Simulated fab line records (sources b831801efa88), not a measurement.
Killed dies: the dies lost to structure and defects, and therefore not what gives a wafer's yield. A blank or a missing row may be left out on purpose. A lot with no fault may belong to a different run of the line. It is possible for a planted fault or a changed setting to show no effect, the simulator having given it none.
Matching of chambers	flow gf180mcu	pecvd-02 running GF_V3_CVD_02: 3 sister chambers
The step deposits SiO2 from TEOS, target thk 850 nm, time 94.851 s. 3 wafers are shown with their chamber, then 10 later ones without.

== WAFERS PAIRED WITH THEIR CHAMBERS ==
wafer	chamber	heater power w (W)
L084.2	0	714
L091.3	2	554
L091.4	1	779

== WAFERS WITHOUT THEIR CHAMBER ==
wafer	heater power w (W)
L091.5	607
L092.2	523
L092.5	764
L092.6	674
L093.1	595
L093.3	587
L093.6	591
L095.1	621
L095.3	558
L095.6	481

== CHAMBER TAKEN BY EACH ==
wafer	from the rows above	in truth
L091.5	can't be placed: 2 or 0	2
L092.2	2	2
L092.5	can't be placed: 1 or 0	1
L092.6	can't be placed: 0 or 1 or 2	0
L093.1	can't be placed: 2 or 0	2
L093.3	2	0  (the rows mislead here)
L093.6	can't be placed: 2 or 0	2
L095.1	can't be placed: 2 or 0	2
L095.3	2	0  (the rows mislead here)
L095.6	2	2
2 of 10 placed correctly. Cannot be placed on the basis of these rows: 6; the candidates contain the true chamber in 6. 2 placed wrongly.
How it was worked out, from the rows above alone: a wafer's distance from a chamber is the root of the sum, over the readings, of the square of ((its reading less the chamber's mean) divided by the reading's scatter). The wafer belongs to the nearest chamber; if the next one is less than 2 further off, it can't be placed. For every chamber, the mean is computed from those of its wafers that are shown. The scatter: with one shown wafer a chamber, the root of the mean of the squares of how far each hidden wafer lies from its nearest shown one.
